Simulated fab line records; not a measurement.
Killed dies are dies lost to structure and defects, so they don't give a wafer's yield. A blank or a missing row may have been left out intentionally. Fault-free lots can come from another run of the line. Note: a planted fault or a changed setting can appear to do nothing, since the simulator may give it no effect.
Which tool is to blame? + flow gf180mcu + 11 lots, 33 wafers sampled, at 3 steps of a route of 602

== WHAT THE GAUGES SHOWED, per wafer ==
GF_HV_LDD_TW_MEAS_50.
| lot  | measured     | on            | HV_LDD_4_TW |
|------|--------------|---------------|-------------|
| L993 | day 13 03:46 | film-metro-04 | 574 575 574 |
| L994 | day 13 08:18 | film-metro-01 | 573 568 569 |
| L996 | day 13 19:34 | film-metro-04 | 573 573 574 |
| L998 | day 14 17:36 | film-metro-01 | 570 569 568 |
| L101 | day 15 17:29 | film-metro-04 | 573 575 574 |
| L106 | day 17 13:15 | film-metro-04 | 30 30 30    |
| L107 | day 17 16:17 | film-metro-02 | 30 30 30    |
| L110 | day 19 00:52 | film-metro-01 | 570 573 570 |
| L112 | day 19 14:02 | film-metro-02 | 557 557 556 |
| L113 | day 20 05:54 | film-metro-04 | 573 571 572 |
| L114 | day 20 06:04 | film-metro-01 | 570 569 568 |

== WHICH TOOL RAN EACH LOT (tool, then ch and the chambers of the sampled wafers, then the start) ==
| lot  | GF_HV_LDD_STRIP_37                   | GF_HV_LDD_STRIP_49                   |
|------|--------------------------------------|--------------------------------------|
| L993 | plasma-asher-02 ch 0, day 12 07:31   | plasma-asher-04 ch 1, day 13 03:40   |
| L994 | plasma-asher-03 ch 0,1, day 12 11:37 | plasma-asher-02 ch 0,1, day 13 08:13 |
| L996 | plasma-asher-03 ch 0,1, day 12 23:48 | plasma-asher-04 ch 0,1, day 13 19:28 |
| L998 | plasma-asher-04 ch 0,1, day 13 21:07 | plasma-asher-04 ch 0,1, day 14 17:30 |
| L101 | plasma-asher-03 ch 0,1, day 14 19:57 | plasma-asher-02 ch 0,1, day 15 17:22 |
| L106 | plasma-asher-03 ch 0,1, day 16 13:40 | plasma-asher-03 ch 0,1, day 17 13:09 |
| L107 | plasma-asher-02 ch 0,1, day 16 17:29 | plasma-asher-02 ch 0,1, day 17 16:13 |
| L110 | plasma-asher-02 ch 0,1, day 18 00:30 | plasma-asher-03 ch 0,1, day 19 00:46 |
| L112 | plasma-asher-02 ch 0,1, day 18 13:39 | plasma-asher-02 ch 0,1, day 19 13:55 |
| L113 | plasma-asher-04 ch 0,1, day 18 16:43 | plasma-asher-02 ch 1, day 20 05:48   |
| L114 | plasma-asher-03 ch 0,1, day 19 05:34 | plasma-asher-03 ch 0,1, day 20 05:58 |
- GF_HV_LDD_STRIP_37: strips in O2/N2.
- GF_HV_LDD_STRIP_49: strips in O2/N2.

== WHAT THE TOOLS THEMSELVES READ (means of the sampled wafers that have a number; where no wafer has one, the mark that the record gives instead) ==
GF_HV_LDD_STRIP_37.
| lot  | tool            | chamber-pressure-mTorr (mTorr) | drypump-motor-current-A (A) | heater-power-w (W) | oes-product-au (a.u.) | strip-time-to-endpoint-s (s) |
|------|-----------------|--------------------------------|-----------------------------|--------------------|-----------------------|------------------------------|
| L993 | plasma-asher-02 | 1498.9                         | 5.1                         | 433                | 0.717                 | 12.62                        |
| L994 | plasma-asher-03 | 1499.7                         | 5.6                         | 308                | 0.719                 | 12.61                        |
| L996 | plasma-asher-03 | 1499.9                         | 5.6                         | 309                | 0.711                 | 12.66                        |
| L998 | plasma-asher-04 | 1499.6                         | 5.5                         | 341                | 0.716                 | 12.66                        |
| L101 | plasma-asher-03 | 1499.1                         | 5.8                         | 317                | 0.716                 | 12.70                        |
| L106 | plasma-asher-03 | -                              | -                           | -                  | -                     | -                            |
| L107 | plasma-asher-02 | -                              | -                           | -                  | -                     | -                            |
| L110 | plasma-asher-02 | 1499.3                         | 5.2                         | 394                | 0.712                 | 12.64                        |
| L112 | plasma-asher-02 | 1499.9                         | 5.2                         | 397                | 0.711                 | 12.66                        |
| L113 | plasma-asher-04 | 1501.0                         | 5.6                         | 346                | 0.713                 | 12.62                        |
| L114 | plasma-asher-03 | 1498.7                         | 5.9                         | 324                | 0.719                 | 12.71                        |

GF_HV_LDD_STRIP_49.
| lot  | tool            | chamber-pressure-mTorr (mTorr) | drypump-motor-current-A (A) | heater-power-w (W) | oes-product-au (a.u.) | strip-time-to-endpoint-s (s) |
|------|-----------------|--------------------------------|-----------------------------|--------------------|-----------------------|------------------------------|
| L993 | plasma-asher-04 | 1499.9                         | 5.5                         | 329                | 0.711                 | 12.64                        |
| L994 | plasma-asher-02 | 1500.6                         | 5.2                         | 355                | 0.716                 | 12.68                        |
| L996 | plasma-asher-04 | 1500.3                         | 5.6                         | 342                | 0.714                 | 12.63                        |
| L998 | plasma-asher-04 | 1500.5                         | 5.6                         | 343                | 0.718                 | 12.68                        |
| L101 | plasma-asher-02 | 1500.6                         | 5.2                         | 357                | 0.716                 | 12.61                        |
| L106 | plasma-asher-03 | 1500.3                         | 5.6                         | 309                | 0.718                 | 27.73                        |
| L107 | plasma-asher-02 | 1500.2                         | 5.2                         | 351                | 0.717                 | 27.72                        |
| L110 | plasma-asher-03 | 1500.7                         | 5.6                         | 311                | 0.716                 | 12.60                        |
| L112 | plasma-asher-02 | 1500.4                         | 5.2                         | 354                | 0.724                 | 12.67                        |
| L113 | plasma-asher-02 | 1499.8                         | 5.3                         | 314                | 0.714                 | 12.65                        |
| L114 | plasma-asher-03 | 1500.9                         | 5.6                         | 309                | 0.715                 | 12.68                        |

== THE ANSWER, worked out from the rows above alone ==
Rule: the lots themselves supply what counts as usual. Put in order of their means at a reading, lots are off if they are a third of the lots or fewer, leave a main group of 4 or more, and stand apart from it by a gap of 3 or more times the standard deviation of the main group's means; of several such gaps the widest counts. Not used: any main group whose means are identical at the precision the tables above print for the reading. A lot without any number at a reading at which 4 lots or more have one is off too. Where the step has rows for the other lots, those lots are counted as sound. Order of review: gauges by route order, followed by the tools' own readings, for which a lot's mean as printed above is used. The first step at which some lot is off is used, and at that step the reading that is off furthest; a lot without a number counts as furthest.
Off: at GF_HV_LDD_TW_MEAS_50 (HV_LDD_4_TW), L106, L107. Main group: mean 570, sd 5.1.
A tool fits if, at a process step before that reading, it ran every lot that is off, and no sound lot after the first of them. Not tried: the gauges at GF_HV_LDD_TW_MEAS_50; whatever is off there is also off at GF_HV_LDD_STRIP_37, on other tools, and gauge error can't account for it. Of those tried, none fits.

== WHAT THE SIMULATOR HAD INSERTED ==
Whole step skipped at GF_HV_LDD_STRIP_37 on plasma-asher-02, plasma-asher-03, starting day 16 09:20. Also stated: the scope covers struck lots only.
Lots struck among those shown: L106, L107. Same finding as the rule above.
